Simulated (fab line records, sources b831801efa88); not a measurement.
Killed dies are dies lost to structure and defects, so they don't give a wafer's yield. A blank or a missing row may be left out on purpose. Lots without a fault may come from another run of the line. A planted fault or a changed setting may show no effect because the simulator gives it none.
One fault seen from 2 desks | flow sky130 | each desk has only its own numbers; what lay behind them comes last

THE METROLOGY DESK
What the gauges read, lot by lot, whatever tool the lot ran on: means of the sampled wafers that have a number. A lot is out of limits, marked OUT, if its mean lies more than 4 standard deviations from the usual mean; the brackets give that distance.
Columns: A = SONOS_ONO_OVL at SKY_SONOS_ONO_OVL_MEAS_14, usual 0.1 nm; B = POLY_GATE_OVL at SKY_POLY_GATE_OVL_MEAS_14, usual -5 nm
lot  | first seen here | A    | B
L111 | day 12 19:25    | 0.5  | 0
L112 | day 12 22:43    | -1.5 | -6
L113 | day 13 08:17    | -0.4 | -2
L118 | day 15 09:59    | 1.2  | -4
L119 | day 15 17:40    | 0.4  | -3
L120 | day 15 18:26    | -0.2 | -4
L125 | day 17 14:23    | -0.9 | -1
L126 | day 18 03:02    | 1.1  | 0
L128 | day 18 20:10    | 0.8  | -2
L129 | day 18 21:50    | -1.4 | -5
L130 | day 19 11:54    | -0.1 | -4
L131 | day 19 12:10    | 1.3  | -5
L133 | day 20 10:14    | 0.6  | -10
This desk's finding: nothing out of limits on any of the 13 lots.

THE TOOL OWNER'S DESK: implanter-02
The tool's own readings at SKY_LDD_N_IMPLANT_13: means of the sampled wafers that have a number, for each lot that ran on this tool. A lot is out of limits, marked OUT, if its mean lies more than 4 standard deviations from the usual mean; the brackets give that distance.
Columns: A = tilt_deg at SKY_LDD_N_IMPLANT_13, usual 29.996 degrees
lot  | first seen here | A
L112 | day 18 02:23    | 29.983
L113 | day 18 15:25    | 30.011
L119 | day 21 18:51    | 29.997
L125 | day 23 06:51    | -0.042 (-99 or more) OUT
L126 | day 23 18:27    | -0.010 (-99 or more) OUT
L128 | day 24 09:25    | 0.014 (-99 or more) OUT
This desk's finding: out of limits on L125, L126, L128; first on L125, day 23 06:51 (tilt_deg at SKY_LDD_N_IMPLANT_13). In limits: L112, L113, L119.

PUT TOGETHER
The tool owner's desk could have raised an alarm at day 23 06:51, on L125, L126, L128.
The metrology desk saw nothing out of limits.
The metrology desk has L125, L126, L128 on record, within its limits.
Of the lots named, all ran SKY_LDD_N_IMPLANT_13 on implanter-02.

WHAT THE SIMULATOR HAD PUT IN
Process parameter drift: implanter-02, from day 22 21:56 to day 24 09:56, at SKY_LDD_N_IMPLANT_13. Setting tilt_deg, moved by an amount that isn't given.
Lots struck among those shown: L125, L126, L128.
Hours from the fault's start to each desk's first reading out of limits: the tool owner's desk, 9.
